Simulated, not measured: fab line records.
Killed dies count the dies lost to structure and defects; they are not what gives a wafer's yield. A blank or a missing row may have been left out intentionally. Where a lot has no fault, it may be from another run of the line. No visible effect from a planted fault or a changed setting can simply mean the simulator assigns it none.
fab line records / flow gf180mcu / part 2 of 2: steps 27 to 35 of 35
[record] lots = 5 wafers = 15 last-day = 34
route steps=602 shown M5@536 V5@540 TOP_METAL@567
lots that met no fault: taken from a fault-free run of the same line
start-h: hours from the record's first day to the start of the lot's first wafer shown / wait-h: hours since the lot's step before / " same as the row above / L1.1+2: a single row standing in for several wafers / - no value, or no start given / * or withheld: withheld / < > ~ a bound
route shown NAME@n: a module of which the file shows steps, and the number in the route of the first / usual: average and standard deviation across the fault-free wafers / same: alike in all rows / chamber/n: place in a boat / sites: readings site by site / _std_site: the values' standard deviation / _edge_site: mean of outer sites minus mean of inner sites / radius-mm: how far each site lies from the wafer's centre / mask NAME#n: copy n / behind: the tool/chamber that last shaped the wafer / hold: why the lot went on hold/how many hours it stayed there/how the hold came to an end / device: transistor that didn't switch, given as n, p or np / end of line: at the end of the route, the tests of the same wafers / a step with no rows: only its recipe / killed: not the wafer's yield, but the dies lost to structure and defects at the first sort / map: per-die view of a wafer (x killed, . not killed, _ where there is no die)
set.NAME: the setting as run; set.NAME@STEP: as run at that earlier step / model.NAME: the simulator's own value behind a step, which no gauge read
a table for each step, a row for each wafer; lots at some steps of the route
services: a tool's chamber out of use, with start hour (start-h, from the record's first day; less than 0 if before it), hours out, and reason
[[steps]]
[step GF_V5_SPUTTER_22]
[recipe] material = TiN target-thk-nm = 10 chamber-pressure-pa = 5 power-w = 4000 time-s = 40
[usual] throttle-valve-pct = 29.9/1
lot.wafer=L077.3 tool=pvd-sputter-03 chamber=- start-h=658.40 wait-h=0.0 throttle-valve-pct=30.5
lot.wafer=L077.4 tool=pvd-sputter-03 chamber=- start-h=658.40 wait-h=0.0 throttle-valve-pct=30.3
lot.wafer=L077.5 tool=pvd-sputter-03 chamber=- start-h=658.40 wait-h=0.0 throttle-valve-pct=30.9
lot.wafer=L088.2 tool=pvd-sputter-04 chamber=- start-h=738.10 wait-h=0.0 throttle-valve-pct=29.5
lot.wafer=L088.3 tool=pvd-sputter-04 chamber=- start-h=738.10 wait-h=0.0 throttle-valve-pct=28.4
lot.wafer=L088.5 tool=pvd-sputter-04 chamber=- start-h=738.10 wait-h=0.0 throttle-valve-pct=28.5
lot.wafer=L091.3 tool=pvd-sputter-02 chamber=- start-h=751.96 wait-h=0.0 throttle-valve-pct=31.6
lot.wafer=L091.5 tool=pvd-sputter-02 chamber=- start-h=751.96 wait-h=0.0 throttle-valve-pct=30.2
lot.wafer=L091.6 tool=pvd-sputter-02 chamber=- start-h=751.96 wait-h=0.0 throttle-valve-pct=29.1
lot.wafer=L093.1 tool=pvd-sputter-04 chamber=- start-h=769.89 wait-h=0.0 throttle-valve-pct=28.5
lot.wafer=L093.2 tool=pvd-sputter-04 chamber=- start-h=769.89 wait-h=0.0 throttle-valve-pct=29.9
lot.wafer=L093.5 tool=pvd-sputter-04 chamber=- start-h=769.89 wait-h=0.0 throttle-valve-pct=30.1
lot.wafer=L095.3 tool=pvd-sputter-04 chamber=- start-h=771.59 wait-h=0.0 throttle-valve-pct=28.8
lot.wafer=L095.4 tool=pvd-sputter-04 chamber=- start-h=771.59 wait-h=0.0 throttle-valve-pct=28.3
lot.wafer=L095.5 tool=pvd-sputter-04 chamber=- start-h=771.59 wait-h=0.0 throttle-valve-pct=29.6
[step GF_V5_CVD_23]
[recipe] material = W target-thk-nm = 350 time-s = 104.9 temp-c = 400 pressure-torr = 40
[usual] chamber-pressure-Torr = 40.01/0.084 heater-power-w = 880/28
lot.wafer=L077.3 tool=cvd-w-01 chamber=1 start-h=658.47 wait-h=0.1 chamber-pressure-Torr=39.98 heater-power-w=874
lot.wafer=L077.4 tool=cvd-w-01 chamber=0 start-h=658.47 wait-h=0.1 chamber-pressure-Torr=39.92 heater-power-w=857
lot.wafer=L077.5 tool=cvd-w-01 chamber=0 start-h=658.47 wait-h=0.1 chamber-pressure-Torr=40.13 heater-power-w=850
lot.wafer=L088.2 tool=cvd-w-02 chamber=1 start-h=738.14 wait-h=0.0 chamber-pressure-Torr=39.97 heater-power-w=917
lot.wafer=L088.3 tool=cvd-w-02 chamber=0 start-h=738.14 wait-h=0.0 chamber-pressure-Torr=40.07 heater-power-w=870
lot.wafer=L088.5 tool=cvd-w-02 chamber=0 start-h=738.14 wait-h=0.0 chamber-pressure-Torr=40.05 heater-power-w=880
lot.wafer=L091.3 tool=cvd-w-02 chamber=0 start-h=752.04 wait-h=0.1 chamber-pressure-Torr=40.01 heater-power-w=855
lot.wafer=L091.5 tool=cvd-w-02 chamber=0 start-h=752.04 wait-h=0.1 chamber-pressure-Torr=39.92 heater-power-w=863
lot.wafer=L091.6 tool=cvd-w-02 chamber=1 start-h=752.04 wait-h=0.1 chamber-pressure-Torr=39.98 heater-power-w=906
lot.wafer=L093.1 tool=cvd-w-01 chamber=1 start-h=769.92 wait-h=0.0 chamber-pressure-Torr=40.02 heater-power-w=888
lot.wafer=L093.2 tool=cvd-w-01 chamber=0 start-h=769.92 wait-h=0.0 chamber-pressure-Torr=40.03 heater-power-w=877
lot.wafer=L093.5 tool=cvd-w-01 chamber=0 start-h=769.92 wait-h=0.0 chamber-pressure-Torr=40.03 heater-power-w=885
lot.wafer=L095.3 tool=cvd-w-01 chamber=0 start-h=771.67 wait-h=0.1 chamber-pressure-Torr=40.01 heater-power-w=863
lot.wafer=L095.4 tool=cvd-w-01 chamber=1 start-h=771.67 wait-h=0.1 chamber-pressure-Torr=40.02 heater-power-w=891
lot.wafer=L095.5 tool=cvd-w-01 chamber=1 start-h=771.67 wait-h=0.1 chamber-pressure-Torr=40.10 heater-power-w=900
[step GF_V5_RS_MEAS_24]
[recipe] thk-meas-gauge = four-point-probe reads = W_of_V5_CVD_23+TiN_of_V5_SPUTTER_22+Ti_of_V5_SPUTTER_21
[usual] V5_W_RS = 0.3259/0.0028
lot.wafer=L077.3 tool=film-metro-04 chamber=- start-h=658.59 wait-h=0.1 V5_W_RS[ohm/sq]=0.3253
lot.wafer=L077.4 tool=film-metro-04 chamber=- start-h=658.59 wait-h=0.1 V5_W_RS[ohm/sq]=0.3234
lot.wafer=L077.5 tool=film-metro-04 chamber=- start-h=658.59 wait-h=0.1 V5_W_RS[ohm/sq]=0.3275
lot.wafer=L088.2 tool=film-metro-04 chamber=- start-h=738.27 wait-h=0.1 V5_W_RS[ohm/sq]=0.3230
lot.wafer=L088.3 tool=film-metro-04 chamber=- start-h=738.27 wait-h=0.1 V5_W_RS[ohm/sq]=0.3230
lot.wafer=L088.5 tool=film-metro-04 chamber=- start-h=738.27 wait-h=0.1 V5_W_RS[ohm/sq]=0.3226
lot.wafer=L091.3 tool=film-metro-04 chamber=- start-h=752.15 wait-h=0.1 V5_W_RS[ohm/sq]=0.3245
lot.wafer=L091.5 tool=film-metro-04 chamber=- start-h=752.15 wait-h=0.1 V5_W_RS[ohm/sq]=0.3261
lot.wafer=L091.6 tool=film-metro-04 chamber=- start-h=752.15 wait-h=0.1 V5_W_RS[ohm/sq]=0.3292
lot.wafer=L093.1 tool=film-metro-01 chamber=- start-h=770.04 wait-h=0.1 V5_W_RS[ohm/sq]=0.3264
lot.wafer=L093.2 tool=film-metro-01 chamber=- start-h=770.04 wait-h=0.1 V5_W_RS[ohm/sq]=0.3231
lot.wafer=L093.5 tool=film-metro-01 chamber=- start-h=770.04 wait-h=0.1 V5_W_RS[ohm/sq]=0.3220
lot.wafer=L095.3 tool=film-metro-01 chamber=- start-h=771.79 wait-h=0.1 V5_W_RS[ohm/sq]=0.3242
lot.wafer=L095.4 tool=film-metro-01 chamber=- start-h=771.79 wait-h=0.1 V5_W_RS[ohm/sq]=0.3304
lot.wafer=L095.5 tool=film-metro-01 chamber=- start-h=771.79 wait-h=0.1 V5_W_RS[ohm/sq]=0.3271
[step GF_V5_THK_MEAS_25]
[recipe] thk-meas-gauge = xrf reads = W_of_V5_CVD_23
[usual] V5_W_THK = 347/4.3
lot.wafer=L077.3 tool=film-metro-04 chamber=- start-h=658.69 wait-h=0.1 V5_W_THK[nm]=349
lot.wafer=L077.4 tool=film-metro-04 chamber=- start-h=658.69 wait-h=0.1 V5_W_THK[nm]=352
lot.wafer=L077.5 tool=film-metro-04 chamber=- start-h=658.69 wait-h=0.1 V5_W_THK[nm]=347
lot.wafer=L088.2 tool=film-metro-04 chamber=- start-h=738.38 wait-h=0.1 V5_W_THK[nm]=348
lot.wafer=L088.3 tool=film-metro-04 chamber=- start-h=738.38 wait-h=0.1 V5_W_THK[nm]=350
lot.wafer=L088.5 tool=film-metro-04 chamber=- start-h=738.38 wait-h=0.1 V5_W_THK[nm]=354
lot.wafer=L091.3 tool=film-metro-04 chamber=- start-h=752.25 wait-h=0.1 V5_W_THK[nm]=354
lot.wafer=L091.5 tool=film-metro-04 chamber=- start-h=752.25 wait-h=0.1 V5_W_THK[nm]=353
lot.wafer=L091.6 tool=film-metro-04 chamber=- start-h=752.25 wait-h=0.1 V5_W_THK[nm]=351
lot.wafer=L093.1 tool=film-metro-01 chamber=- start-h=770.16 wait-h=0.1 V5_W_THK[nm]=344
lot.wafer=L093.2 tool=film-metro-01 chamber=- start-h=770.16 wait-h=0.1 V5_W_THK[nm]=347
lot.wafer=L093.5 tool=film-metro-01 chamber=- start-h=770.16 wait-h=0.1 V5_W_THK[nm]=349
lot.wafer=L095.3 tool=film-metro-01 chamber=- start-h=771.89 wait-h=0.1 V5_W_THK[nm]=344
lot.wafer=L095.4 tool=film-metro-01 chamber=- start-h=771.89 wait-h=0.1 V5_W_THK[nm]=339
lot.wafer=L095.5 tool=film-metro-01 chamber=- start-h=771.89 wait-h=0.1 V5_W_THK[nm]=343
[step GF_V5_CMP_26]
[recipe] stop-on = SiO2 down-force-psi = 3.5 platen-rpm = 60 t-overpolish-s = 15 target-thk-nm = 0 pad-velocity-m-s = 0.94248
[usual] motor-current-A = 10.9/1.1 overpolish-run-s = 15.001/0.0083 time-to-endpoint-s = 86/4.1
[same] t-overpolish-s = 15
lot.wafer=L077.4 tool=cmp-01 chamber=0 start-h=658.78 wait-h=0.1 motor-current-A=12.2 overpolish-run-s=14.997 time-to-endpoint-s=82
lot.wafer=L077.3 tool=cmp-01 chamber=2 start-h=658.78 wait-h=0.1 motor-current-A=10.8 overpolish-run-s=15.011 time-to-endpoint-s=85
lot.wafer=L077.5 tool=cmp-01 chamber=3 start-h=658.78 wait-h=0.1 motor-current-A=9.4 overpolish-run-s=15.002 time-to-endpoint-s=80
lot.wafer=L088.2 tool=cmp-01 chamber=1 start-h=738.43 wait-h=0.0 motor-current-A=12.6 overpolish-run-s=15.004 time-to-endpoint-s=88
lot.wafer=L088.3 tool=cmp-01 chamber=3 start-h=738.43 wait-h=0.0 motor-current-A=9.1 overpolish-run-s=15.001 time-to-endpoint-s=85
lot.wafer=L088.5 tool=cmp-01 chamber=1 start-h=738.43 wait-h=0.0 motor-current-A=12.3 overpolish-run-s=15.000 time-to-endpoint-s=90
lot.wafer=L091.3 tool=cmp-02 chamber=2 start-h=752.34 wait-h=0.1 motor-current-A=12.5 overpolish-run-s=15.013 time-to-endpoint-s=85
lot.wafer=L091.6 tool=cmp-02 chamber=1 start-h=752.34 wait-h=0.1 motor-current-A=9.4 overpolish-run-s=15.004 time-to-endpoint-s=79
lot.wafer=L091.5 tool=cmp-02 chamber=2 start-h=752.34 wait-h=0.1 motor-current-A=12.0 overpolish-run-s=15.010 time-to-endpoint-s=87
lot.wafer=L093.1 tool=cmp-01 chamber=2 start-h=770.27 wait-h=0.1 motor-current-A=10.5 overpolish-run-s=15.004 time-to-endpoint-s=88
lot.wafer=L093.2 tool=cmp-01 chamber=3 start-h=770.27 wait-h=0.1 motor-current-A=9.4 overpolish-run-s=14.994 time-to-endpoint-s=83
lot.wafer=L093.5 tool=cmp-01 chamber=2 start-h=770.27 wait-h=0.1 motor-current-A=9.7 overpolish-run-s=14.999 time-to-endpoint-s=86
lot.wafer=L095.4 tool=cmp-01 chamber=0 start-h=772.03 wait-h=0.1 motor-current-A=11.5 overpolish-run-s=15.010 time-to-endpoint-s=85
lot.wafer=L095.3 tool=cmp-01 chamber=1 start-h=772.03 wait-h=0.1 motor-current-A=12.7 overpolish-run-s=14.995 time-to-endpoint-s=91
lot.wafer=L095.5 tool=cmp-01 chamber=2 start-h=772.03 wait-h=0.1 motor-current-A=10.3 overpolish-run-s=15.012 time-to-endpoint-s=89
[step GF_TOP_METAL_SPUTTER_00]
[recipe] material = Ti target-thk-nm = 37.5 arriving-ion-energy-ev = 80 substrate-temp-c = 200 chamber-pressure-pa = 2 power-w = 4000 time-s = 150
[usual] throttle-valve-pct = 30.3/1.1
lot.wafer=L077.3 tool=pvd-sputter-01 chamber=- start-h=659.03 wait-h=0.1 throttle-valve-pct=30.8
lot.wafer=L077.4 tool=pvd-sputter-01 chamber=- start-h=659.03 wait-h=0.1 throttle-valve-pct=31.1
lot.wafer=L077.5 tool=pvd-sputter-01 chamber=- start-h=659.03 wait-h=0.1 throttle-valve-pct=27.8
lot.wafer=L088.2 tool=pvd-sputter-02 chamber=- start-h=738.73 wait-h=0.2 throttle-valve-pct=31.7
lot.wafer=L088.3 tool=pvd-sputter-02 chamber=- start-h=738.73 wait-h=0.2 throttle-valve-pct=31.4
lot.wafer=L088.5 tool=pvd-sputter-02 chamber=- start-h=738.73 wait-h=0.2 throttle-valve-pct=29.1
lot.wafer=L091.3 tool=pvd-sputter-03 chamber=- start-h=752.59 wait-h=0.2 throttle-valve-pct=30.4
lot.wafer=L091.5 tool=pvd-sputter-03 chamber=- start-h=752.59 wait-h=0.2 throttle-valve-pct=30.5
lot.wafer=L091.6 tool=pvd-sputter-03 chamber=- start-h=752.59 wait-h=0.2 throttle-valve-pct=29.0
lot.wafer=L093.1 tool=pvd-sputter-02 chamber=- start-h=770.52 wait-h=0.2 throttle-valve-pct=31.8
lot.wafer=L093.2 tool=pvd-sputter-02 chamber=- start-h=770.52 wait-h=0.2 throttle-valve-pct=30.6
lot.wafer=L093.5 tool=pvd-sputter-02 chamber=- start-h=770.52 wait-h=0.2 throttle-valve-pct=31.8
lot.wafer=L095.3 tool=pvd-sputter-01 chamber=- start-h=772.23 wait-h=0.1 throttle-valve-pct=31.3
lot.wafer=L095.4 tool=pvd-sputter-01 chamber=- start-h=772.23 wait-h=0.1 throttle-valve-pct=27.7
lot.wafer=L095.5 tool=pvd-sputter-01 chamber=- start-h=772.23 wait-h=0.1 throttle-valve-pct=30.6
[step GF_TOP_METAL_SPUTTER_01]
[recipe] material = TiN target-thk-nm = 30 power-w = 6500 time-s = 25 chamber-pressure-pa = 0.4
[usual] throttle-valve-pct = 30.3/1.1
lot.wafer=L077.3 tool=pvd-sputter-01 chamber=- start-h=659.13 wait-h=0.1 throttle-valve-pct=30.6
lot.wafer=L077.4 tool=pvd-sputter-01 chamber=- start-h=659.13 wait-h=0.1 throttle-valve-pct=31.1
lot.wafer=L077.5 tool=pvd-sputter-01 chamber=- start-h=659.13 wait-h=0.1 throttle-valve-pct=28.1
lot.wafer=L088.2 tool=pvd-sputter-02 chamber=- start-h=738.83 wait-h=0.1 throttle-valve-pct=31.5
lot.wafer=L088.3 tool=pvd-sputter-02 chamber=- start-h=738.83 wait-h=0.1 throttle-valve-pct=31.5
lot.wafer=L088.5 tool=pvd-sputter-02 chamber=- start-h=738.83 wait-h=0.1 throttle-valve-pct=28.8
lot.wafer=L091.3 tool=pvd-sputter-03 chamber=- start-h=752.69 wait-h=0.1 throttle-valve-pct=30.5
lot.wafer=L091.5 tool=pvd-sputter-03 chamber=- start-h=752.69 wait-h=0.1 throttle-valve-pct=30.1
lot.wafer=L091.6 tool=pvd-sputter-03 chamber=- start-h=752.69 wait-h=0.1 throttle-valve-pct=28.9
lot.wafer=L093.1 tool=pvd-sputter-02 chamber=- start-h=770.62 wait-h=0.1 throttle-valve-pct=31.9
lot.wafer=L093.2 tool=pvd-sputter-02 chamber=- start-h=770.62 wait-h=0.1 throttle-valve-pct=30.6
lot.wafer=L093.5 tool=pvd-sputter-02 chamber=- start-h=770.62 wait-h=0.1 throttle-valve-pct=32.0
lot.wafer=L095.3 tool=pvd-sputter-01 chamber=- start-h=772.33 wait-h=0.1 throttle-valve-pct=31.3
lot.wafer=L095.4 tool=pvd-sputter-01 chamber=- start-h=772.33 wait-h=0.1 throttle-valve-pct=27.6
lot.wafer=L095.5 tool=pvd-sputter-01 chamber=- start-h=772.33 wait-h=0.1 throttle-valve-pct=30.9
[step GF_TOP_METAL_SPUTTER_02]
[recipe] material = AlCu target-thk-nm = 900 power-w = 10600 chamber-pressure-pa = 0.3 substrate-temp-c = 250 gas = Ar time-s = 47.82
[usual] throttle-valve-pct = 30.3/1.1
lot.wafer=L077.3 tool=pvd-sputter-01 chamber=- start-h=659.16 wait-h=0.0 throttle-valve-pct=30.7
lot.wafer=L077.4 tool=pvd-sputter-01 chamber=- start-h=659.16 wait-h=0.0 throttle-valve-pct=31.2
lot.wafer=L077.5 tool=pvd-sputter-01 chamber=- start-h=659.16 wait-h=0.0 throttle-valve-pct=28.3
lot.wafer=L088.2 tool=pvd-sputter-02 chamber=- start-h=738.86 wait-h=0.0 throttle-valve-pct=31.7
lot.wafer=L088.3 tool=pvd-sputter-02 chamber=- start-h=738.86 wait-h=0.0 throttle-valve-pct=31.0
lot.wafer=L088.5 tool=pvd-sputter-02 chamber=- start-h=738.86 wait-h=0.0 throttle-valve-pct=29.4
lot.wafer=L091.3 tool=pvd-sputter-03 chamber=- start-h=752.72 wait-h=0.0 throttle-valve-pct=30.4
lot.wafer=L091.5 tool=pvd-sputter-03 chamber=- start-h=752.72 wait-h=0.0 throttle-valve-pct=30.4
lot.wafer=L091.6 tool=pvd-sputter-03 chamber=- start-h=752.72 wait-h=0.0 throttle-valve-pct=29.0
lot.wafer=L093.1 tool=pvd-sputter-02 chamber=- start-h=770.65 wait-h=0.0 throttle-valve-pct=31.7
lot.wafer=L093.2 tool=pvd-sputter-02 chamber=- start-h=770.65 wait-h=0.0 throttle-valve-pct=30.5
lot.wafer=L093.5 tool=pvd-sputter-02 chamber=- start-h=770.65 wait-h=0.0 throttle-valve-pct=32.0
lot.wafer=L095.3 tool=pvd-sputter-01 chamber=- start-h=772.36 wait-h=0.0 throttle-valve-pct=31.1
lot.wafer=L095.4 tool=pvd-sputter-01 chamber=- start-h=772.36 wait-h=0.0 throttle-valve-pct=27.8
lot.wafer=L095.5 tool=pvd-sputter-01 chamber=- start-h=772.36 wait-h=0.0 throttle-valve-pct=30.9
[step GF_TOP_METAL_SPUTTER_03]
[recipe] material = Ti target-thk-nm = 5 substrate-temp-c = 300 chamber-pressure-pa = 0.3 power-w = 3000 time-s = 3.3
[usual] throttle-valve-pct = 30.3/1.1
lot.wafer=L077.3 tool=pvd-sputter-01 chamber=- start-h=659.20 wait-h=0.0 throttle-valve-pct=30.4
lot.wafer=L077.4 tool=pvd-sputter-01 chamber=- start-h=659.20 wait-h=0.0 throttle-valve-pct=31.1
lot.wafer=L077.5 tool=pvd-sputter-01 chamber=- start-h=659.20 wait-h=0.0 throttle-valve-pct=28.0
lot.wafer=L088.2 tool=pvd-sputter-02 chamber=- start-h=738.90 wait-h=0.0 throttle-valve-pct=31.9
lot.wafer=L088.3 tool=pvd-sputter-02 chamber=- start-h=738.90 wait-h=0.0 throttle-valve-pct=31.4
lot.wafer=L088.5 tool=pvd-sputter-02 chamber=- start-h=738.90 wait-h=0.0 throttle-valve-pct=29.0
lot.wafer=L091.3 tool=pvd-sputter-03 chamber=- start-h=752.77 wait-h=0.0 throttle-valve-pct=30.3
lot.wafer=L091.5 tool=pvd-sputter-03 chamber=- start-h=752.77 wait-h=0.0 throttle-valve-pct=30.5
lot.wafer=L091.6 tool=pvd-sputter-03 chamber=- start-h=752.77 wait-h=0.0 throttle-valve-pct=29.0
lot.wafer=L093.1 tool=pvd-sputter-02 chamber=- start-h=770.69 wait-h=0.0 throttle-valve-pct=31.8
lot.wafer=L093.2 tool=pvd-sputter-02 chamber=- start-h=770.69 wait-h=0.0 throttle-valve-pct=30.5
lot.wafer=L093.5 tool=pvd-sputter-02 chamber=- start-h=770.69 wait-h=0.0 throttle-valve-pct=31.9
lot.wafer=L095.3 tool=pvd-sputter-01 chamber=- start-h=772.40 wait-h=0.0 throttle-valve-pct=31.1
lot.wafer=L095.4 tool=pvd-sputter-01 chamber=- start-h=772.40 wait-h=0.0 throttle-valve-pct=27.8
lot.wafer=L095.5 tool=pvd-sputter-01 chamber=- start-h=772.40 wait-h=0.0 throttle-valve-pct=31.1
[[services]]
tool=krf-scanner-01 chamber=- start-h=614.87 hours=1.0 kind=pm
tool=rie-diel-04 chamber=2 start-h=617.70 hours=9.7 kind=repair
tool=hdpcvd-01 chamber=2 start-h=641.21 hours=15.3 kind=repair
tool=cmp-01 chamber=- start-h=646.01 hours=10.2 kind=repair
tool=wet-bench-04 chamber=- start-h=662.02 hours=5.0 kind=repair
tool=pvd-sputter-03 chamber=- start-h=663.62 hours=2.4 kind=repair
tool=pvd-sputter-01 chamber=- start-h=667.35 hours=2.9 kind=repair
tool=hdpcvd-01 chamber=- start-h=671.15 hours=2.8 kind=pm
tool=krf-scanner-01 chamber=- start-h=673.47 hours=3.6 kind=pm
tool=plasma-asher-02 chamber=- start-h=673.74 hours=1.3 kind=repair
tool=pvd-sputter-03 chamber=- start-h=679.43 hours=6.8 kind=repair
tool=krf-scanner-01 chamber=- start-h=682.36 hours=1.3 kind=pm
tool=cmp-02 chamber=- start-h=683.03 hours=8.9 kind=repair
tool=plasma-asher-03 chamber=- start-h=688.14 hours=1.6 kind=repair
tool=krf-scanner-01 chamber=- start-h=688.37 hours=0.8 kind=pm
tool=wet-bench-04 chamber=- start-h=697.87 hours=4.1 kind=repair
tool=cmp-01 chamber=- start-h=700.79 hours=2.4 kind=repair
tool=rie-diel-04 chamber=0 start-h=701.72 hours=2.0 kind=repair
tool=pvd-sputter-04 chamber=- start-h=711.22 hours=1.7 kind=repair
tool=krf-scanner-01 chamber=- start-h=713.18 hours=0.8 kind=pm
tool=cmp-01 chamber=- start-h=744.19 hours=4.0 kind=pm
tool=rie-diel-04 chamber=3 start-h=748.71 hours=7.4 kind=repair
tool=cmp-01 chamber=- start-h=758.39 hours=3.6 kind=repair
tool=hdpcvd-01 chamber=- start-h=758.80 hours=4.3 kind=repair
